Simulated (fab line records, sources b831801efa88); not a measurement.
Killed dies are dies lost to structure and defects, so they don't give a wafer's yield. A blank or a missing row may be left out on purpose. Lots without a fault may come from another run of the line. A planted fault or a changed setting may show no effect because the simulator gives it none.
fab line records | flow sky130
record lots=12 wafers=36 last_day=50
route steps=708 shown NWELL@81 VT_ADJUST_LVTN@115 VT_ADJUST_NCORE@123 PAD_OPEN@708
lots that met no fault: from a run of the same line without faults
start_h: hours from the record's first day to the start of the lot's first wafer shown | wait_h: hours since the lot's step before | " the same as in the row above | L1.1+2: a row that stands for several wafers | - no value, or no start given | * or withheld: withheld | < > ~ a bound
route shown NAME@n: a module of which the file shows steps, and the number in the route of the first | usual: mean/standard deviation of fault-free wafers | same: alike in all rows | chamber/n: place in a boat | sites: the reading at each site | _std_site: their standard deviation | _edge_site: outer sites' mean less inner sites' | radius_mm: how far each site lies from the wafer's centre | mask NAME#n: copy n | behind: the tool/chamber that last shaped the wafer | hold: why the lot was held/for how many hours/how that ended | device: the transistor (n, p or np) that didn't switch | end of line: the same wafers' tests at the end of the route | a step without rows: its recipe alone | killed: dies lost to structure and defects at the first sort, not the wafer's yield | map: a wafer's dies, x killed, . not, _ none there
set.NAME: the setting as run; set.NAME@STEP: as run at that earlier step | model.NAME: the simulator's own value behind a step, which no gauge read
steps of the route over a sample of lots; a table a step, a row a wafer
services: from which hour (start_h, from the record's first day; less than 0 if before it) a tool's chamber was out of use, for how many hours, and why
## steps
# step SKY_NWELL_RTA_28
# recipe temp_c=1050 time_s=30 idle_temp_c=650 ramp_up_c_per_s=150 ramp_down_c_per_s=90 ambient=N2
# usual lamp_power_pct=25.30/0.055 wafer_temp_C_max=1054.9/1
# columns lot.wafer tool chamber start_h wait_h lamp_power_pct wafer_temp_C_max
L443.3 rtp_anneal-02 0 110.12 0.0 25.10 1055.3
L443.4 " 0 " " 25.34 1055.3
L443.5 " 0 " " 25.27 1055.4
L444.1 rtp_anneal-01 0 115.40 0.0 25.28 1055.1
L444.3 " 0 " " 25.34 1055.5
L444.5 " 0 " " 25.34 1054.1
L445.2 rtp_anneal-01 0 122.55 0.0 25.26 1055.2
L445.3 " 0 " " 25.38 1055.8
L445.5 " 0 " " 25.36 1055.5
L447.2 rtp_anneal-02 0 134.42 0.0 25.28 1054.9
L447.5 " 0 " " 25.35 1054.1
L447.6 " 0 " " 25.25 1054.2
L449.2 rtp_anneal-01 0 152.06 0.0 25.30 1055.9
L449.3 " 0 " " 25.31 1054.2
L449.4 " 0 " " 25.32 1055.1
L450.2 rtp_anneal-02 0 152.22 0.0 25.34 1055.2
L450.4 " 0 " " 25.33 1054.4
L450.5 " 0 " " 25.40 1054.9
L460.4 rtp_anneal-01 0 217.91 0.1 25.36 1056.9
L460.5 " 0 " " 25.20 1056.1
L460.6 " 0 " " 25.28 1054.0
L461.1 rtp_anneal-02 0 220.65 0.0 25.31 1054.5
L461.3 " 0 " " 25.34 1054.5
L461.4 " 0 " " 25.23 1055.2
L462.1 rtp_anneal-01 0 226.94 0.0 25.27 1054.6
L462.2 " 0 " " 25.32 1053.9
L462.4 " 0 " " 25.28 1054.2
L463.1 rtp_anneal-02 0 236.83 0.0 25.40 1054.1
L463.5 " 0 " " 25.34 1055.1
L463.6 " 0 " " 25.18 1054.4
L464.3 rtp_anneal-01 0 237.58 0.0 25.33 1057.5
L464.5 " 0 " " 25.31 1055.1
L464.6 " 0 " " 25.34 1056.2
L465.2 rtp_anneal-01 0 242.18 0.0 25.27 1054.8
L465.4 " 0 " " 25.29 1054.7
L465.5 " 0 " " 25.32 1054.6
# step SKY_VT_ADJUST_LVTN_OVL_MEAS_18
# usual VT_ADJUST_LVTN_01_OVL=0.0/1.5
# columns lot.wafer tool chamber start_h wait_h VT_ADJUST_LVTN_01_OVL[nm]
L443.3 overlay-02 - 168.27 0.1 0.7
L443.4 " - " " -1.0
L443.5 " - " " -1.6
L444.1 overlay-01 - 175.62 0.1 -2.4
L444.3 " - " " -1.8
L444.5 " - " " -2.5
L445.2 overlay-01 - 183.17 0.1 2.2
L445.3 " - " " 1.4
L445.5 " - " " 1.8
L447.2 overlay-02 - 197.18 0.1 -0.1
L447.5 " - " " 1.5
L447.6 " - " " 0.4
L449.2 overlay-01 - 214.87 0.1 2.9
L449.3 " - " " 2.6
L449.4 " - " " 2.1
L450.2 overlay-01 - 215.46 0.1 1.7
L450.4 " - " " 1.5
L450.5 " - " " -0.2
L460.4 overlay-02 - 288.33 0.1 1.1
L460.5 " - " " -0.4
L460.6 " - " " -0.2
L461.1 overlay-02 - 291.95 0.1 1.3
L461.3 " - " " 0.0
L461.4 " - " " -1.6
L462.1 overlay-02 - 298.65 0.1 -3.8
L462.2 " - " " -2.2
L462.4 " - " " -2.7
L463.1 overlay-01 - 308.25 0.1 -1.1
L463.5 " - " " 0.3
L463.6 " - " " -1.8
L464.3 overlay-01 - 309.16 0.1 0.0
L464.5 " - " " -2.9
L464.6 " - " " 0.1
L465.2 overlay-01 - 315.18 0.1 -0.5
L465.4 " - " " -0.4
L465.5 " - " " -0.6
# step SKY_VT_ADJUST_NCORE_EXPOSE_04
# recipe mask_id=LVTN_COMPLEMENT_THIN na=0.6 source_shape=conventional sigma_outer=0.6 polarization=unpolarized target_cd_nm=380 dose_mj=139
# usual exposure_dose_mJ_cm2=138.96/0.13 stage_vel_mm_s=499.94/0.25
# columns lot.wafer tool chamber start_h wait_h mask exposure_dose_mJ_cm2 stage_vel_mm_s
L443.3 iline_stepper-01 0 179.67 - LVTN_COMPLEMENT_THIN#0 138.83 500.12
L443.4 " 0 " " LVTN_COMPLEMENT_THIN#0 139.07 500.00
L443.5 " 0 " " LVTN_COMPLEMENT_THIN#0 138.98 499.83
L444.1 iline_stepper-01 0 186.49 - LVTN_COMPLEMENT_THIN#0 138.84 499.63
L444.3 " 0 " " LVTN_COMPLEMENT_THIN#0 138.95 499.93
L444.5 " 0 " " LVTN_COMPLEMENT_THIN#0 138.99 499.68
L445.2 iline_stepper-02 0 194.36 - LVTN_COMPLEMENT_THIN#0 138.95 500.10
L445.3 " 0 " " LVTN_COMPLEMENT_THIN#0 139.00 499.62
L445.5 " 0 " " LVTN_COMPLEMENT_THIN#0 138.93 499.89
L447.2 iline_stepper-02 0 208.55 - LVTN_COMPLEMENT_THIN#0 138.95 500.10
L447.5 " 0 " " LVTN_COMPLEMENT_THIN#0 138.89 500.16
L447.6 " 0 " " LVTN_COMPLEMENT_THIN#0 138.98 500.06
L449.2 iline_stepper-02 0 226.89 - LVTN_COMPLEMENT_THIN#0 139.06 499.95
L449.3 " 0 " " LVTN_COMPLEMENT_THIN#0 138.93 499.73
L449.4 " 0 " " LVTN_COMPLEMENT_THIN#0 138.90 500.13
L450.2 iline_stepper-02 0 227.15 - LVTN_COMPLEMENT_THIN#0 139.01 499.85
L450.4 " 0 " " LVTN_COMPLEMENT_THIN#0 138.83 499.84
L450.5 " 0 " " LVTN_COMPLEMENT_THIN#0 138.88 499.90
L460.4 iline_stepper-02 0 302.01 - LVTN_COMPLEMENT_THIN#0 139.12 500.39
L460.5 " 0 " " LVTN_COMPLEMENT_THIN#0 139.12 500.30
L460.6 " 0 " " LVTN_COMPLEMENT_THIN#0 139.23 499.99
L461.1 iline_stepper-02 0 304.68 - LVTN_COMPLEMENT_THIN#0 139.11 500.19
L461.3 " 0 " " LVTN_COMPLEMENT_THIN#0 139.06 500.05
L461.4 " 0 " " LVTN_COMPLEMENT_THIN#0 139.11 500.16
L462.1 iline_stepper-02 0 310.58 - LVTN_COMPLEMENT_THIN#0 139.03 500.19
L462.2 " 0 " " LVTN_COMPLEMENT_THIN#0 138.73 500.11
L462.4 " 0 " " LVTN_COMPLEMENT_THIN#0 139.02 499.87
L463.1 iline_stepper-01 0 321.07 - LVTN_COMPLEMENT_THIN#0 139.11 499.76
L463.5 " 0 " " LVTN_COMPLEMENT_THIN#0 138.77 499.80
L463.6 " 0 " " LVTN_COMPLEMENT_THIN#0 139.19 499.87
L464.3 iline_stepper-01 0 321.67 - LVTN_COMPLEMENT_THIN#0 139.06 499.85
L464.5 " 0 " " LVTN_COMPLEMENT_THIN#0 139.00 499.70
L464.6 " 0 " " LVTN_COMPLEMENT_THIN#0 138.79 499.88
L465.2 iline_stepper-01 0 328.92 - LVTN_COMPLEMENT_THIN#0 138.88 500.19
L465.4 " 0 " " LVTN_COMPLEMENT_THIN#0 139.15 499.99
L465.5 " 0 " " LVTN_COMPLEMENT_THIN#0 138.87 500.17
# step SKY_VT_ADJUST_NCORE_CD_MEAS_07
# recipe target_cd_nm=380
# usual cd_nm=379.7/2
# columns lot.wafer tool chamber start_h wait_h hold cd_nm
L443.3 cd_sem-02 - 189.76 0.1 - 380.9
L443.4 " - " " - 379.6
L443.5 " - " " - 383.9
L444.1 cd_sem-02 - 197.47 0.1 - 378.6
L444.3 " - " " - 376.7
L444.5 " - " " - 377.9
L445.2 cd_sem-02 - 204.99 0.1 - 380.0
L445.3 " - " " - 376.2
L445.5 " - " " - 378.5
L447.2 cd_sem-01 - 219.92 0.1 - 382.7
L447.5 " - " " - 383.1
L447.6 " - " " - 383.8
L449.2 cd_sem-01 - 238.09 0.1 - 383.3
L449.3 " - " " - 382.3
L449.4 " - " " - 381.9
L450.2 cd_sem-01 - 238.60 0.1 await_dispo/0.2h/release 376.1
L450.4 " - " " await_dispo/0.2h/release 367.2
L450.5 " - " " await_dispo/0.2h/release 377.0
L450.2 cd_sem-01 - 238.89 0.3 - 376.1
L450.4 " - " " - 366.7
L450.5 " - " " - 377.1
L460.4 cd_sem-02 - 313.73 0.1 - 377.1
L460.5 " - " " - 378.4
L460.6 " - " " - 378.2
L461.1 cd_sem-02 - 316.25 0.1 - 377.7
L461.3 " - " " - 376.4
L461.4 " - " " - 377.7
L462.1 cd_sem-02 - 322.83 0.1 - 380.7
L462.2 " - " " - 382.8
L462.4 " - " " - 381.1
L463.1 cd_sem-02 - 333.98 0.1 - 380.9
L463.5 " - " " - 377.8
L463.6 " - " " - 381.2
L464.3 cd_sem-01 - 334.62 0.1 - 380.1
L464.5 " - " " - 381.5
L464.6 " - " " - 379.6
L465.2 cd_sem-02 - 341.70 0.1 - 381.6
L465.4 " - " " - 380.7
L465.5 " - " " - 379.1
# step SKY_VT_ADJUST_NCORE_TW_MEAS_11
# usual VT_ADJUST_NCORE_TW=221.5/1.4
# columns lot.wafer tool chamber start_h wait_h VT_ADJUST_NCORE_TW
L443.3 film_metro-01 - 190.15 0.1 220.6
L443.4 " - " " 219.9
L443.5 " - " " 220.5
L444.1 film_metro-01 - 197.88 0.1 221.3
L444.3 " - " " 222.3
L444.5 " - " " 222.4
L445.2 film_metro-04 - 205.39 0.1 220.8
L445.3 " - " " 220.8
L445.5 " - " " 221.2
L447.2 film_metro-04 - 220.32 0.1 221.5
L447.5 " - " " 221.4
L447.6 " - " " 220.8
L449.2 film_metro-02 - 238.49 0.1 222.8
L449.3 " - " " 222.7
L449.4 " - " " 222.9
L450.2 film_metro-01 - 241.24 0.1 221.2
L450.4 " - " " 220.1
L450.5 " - " " 220.9
L460.4 film_metro-02 - 314.11 0.1 222.0
L460.5 " - " " 221.3
L460.6 " - " " 221.0
L461.1 film_metro-01 - 316.66 0.1 218.3
L461.3 " - " " 218.3
L461.4 " - " " 218.4
L462.1 film_metro-04 - 323.24 0.1 221.9
L462.2 " - " " 221.0
L462.4 " - " " 220.6
L463.1 film_metro-02 - 334.39 0.1 221.7
L463.5 " - " " 222.1
L463.6 " - " " 222.2
L464.3 film_metro-04 - 335.01 0.1 220.5
L464.5 " - " " 220.8
L464.6 " - " " 221.8
L465.2 film_metro-04 - 342.10 0.1 223.2
L465.4 " - " " 222.5
L465.5 " - " " 221.9
# step SKY_PAD_OPEN_PROBE_99
# usual killed_at_M0_to_M3=44/7.4 killed_at_M4_up=3.1/1.8 killed_at_contacts=24/5.6 killed_at_front_end=15/4.9 killed_at_other=0.4/0.59 killed_dies=87/9.8 killed_open=47/7.2 killed_short=39/6.8
# same gross_dies=492 killed_at_back_side=0
# columns lot.wafer tool chamber start_h wait_h killed_at_M0_to_M3 killed_at_M4_up killed_at_contacts killed_at_front_end killed_at_other killed_dies killed_open killed_short
L460.4 prober-01 - 1178.13 0.2 38 4 22 12 0 76 44 32
L460.5 prober-01 - 1178.18 0.2 49 2 30 14 0 95 54 41
L460.6 prober-01 - 1178.23 0.2 49 2 20 14 0 85 46 39
L461.1 prober-02 - 1184.50 0.1 45 3 31 23 0 102 55 47
L461.3 prober-02 - 1184.60 0.2 44 3 34 13 0 94 51 42
L461.4 prober-02 - 1184.65 0.2 45 1 33 17 0 96 52 44
# killed by level:class
L460.4 VIA1:geometric_particle:open=11 LI_CONTACT:geometric_particle:open=8 CONTACT:geometric_particle:open=8 METAL1:geometric_particle:short=6 VIA2:geometric_particle:open=6 FIELD_ISO:geometric_particle:short=5 SPACER:geometric_particle:open=3 LOCAL_INTERCONNECT:geometric_particle:short=3
L460.5 VIA1:geometric_particle:open=11 LI_CONTACT:geometric_particle:open=10 CONTACT:geometric_particle:open=9 VIA3:geometric_particle:open=9 METAL2:geometric_particle:short=7 VIA2:geometric_particle:open=7 FIELD_ISO:geometric_particle:open=5 METAL1:geometric_particle:short=5
L460.6 VIA3:geometric_particle:open=9 VIA1:geometric_particle:open=7 VIA2:geometric_particle:open=7 CONTACT:geometric_particle:open=6 LI_CONTACT:geometric_particle:open=5 VIA1:geometric_particle:short=5 VIA2:geometric_particle:short=5 FIELD_ISO:geometric_particle:short=4
L461.1 CONTACT:geometric_particle:open=12 VIA1:geometric_particle:open=10 METAL1:geometric_particle:short=10 POLY_GATE:geometric_particle:short=7 LI_CONTACT:geometric_particle:open=6 VIA3:geometric_particle:open=6 FIELD_ISO:geometric_particle:open=5 LOCAL_INTERCONNECT:geometric_particle:short=5
L461.3 CONTACT:geometric_particle:open=14 VIA1:geometric_particle:open=11 LOCAL_INTERCONNECT:geometric_particle:short=8 POLY_GATE:geometric_particle:open=6 METAL2:geometric_particle:short=6 VIA3:geometric_particle:open=6 VIA1:geometric_particle:short=5 LI_CONTACT:geometric_particle:open=4
L461.4 CONTACT:geometric_particle:open=11 VIA1:geometric_particle:open=11 LI_CONTACT:geometric_particle:open=9 CONTACT:geometric_particle:short=9 METAL2:geometric_particle:short=8 VIA3:geometric_particle:open=6 FIELD_ISO:geometric_particle:short=4 POLY_GATE:geometric_particle:short=4
## services
# columns tool chamber start_h hours kind
iline_stepper-01 - 99.54 1.7 pm
iline_stepper-02 - 160.63 1.7 pm
iline_stepper-02 - 172.99 20.2 repair
iline_stepper-02 - 201.32 4.4 pm
iline_stepper-01 0 243.25 - calibration
iline_stepper-01 - 273.85 28.9 pm
iline_stepper-02 0 283.46 - calibration
iline_stepper-02 - 311.02 0.5 repair
iline_stepper-01 - 317.72 1.7 pm
## key
first_sign step=SKY_VT_ADJUST_NCORE_CD_MEAS_07 reading=visit direction=added
effect step=SKY_VT_ADJUST_NCORE_CD_MEAS_07 reading=cd_nm direction=down sigmas=3.2 usual=379.7 struck=373.5 wafers_moved=1
met_at SKY_VT_ADJUST_NCORE_EXPOSE_04
struck_lots L450
tester_left_out L450
not_acting_at SKY_NWELL_RTA_28,SKY_VT_ADJUST_LVTN_OVL_MEAS_18,SKY_VT_ADJUST_NCORE_TW_MEAS_11
onset_between 226.89 227.15
fault kind=process_parameter_drift tool=iline_stepper-02 chamber=- onset_h=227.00 steps=SKY_VT_ADJUST_NCORE_EXPOSE_04 channel=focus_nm offset=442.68 spread_by_wafer=0.3 shape=step end_h=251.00
# tester_left_out: of these lots the tester's yield and bins aren't shown, on N5 and GAA mostly nor the transistor test; their killed dies are dies lost to structure and defects alone, not to doping, threshold or leakage, so they don't give the yield
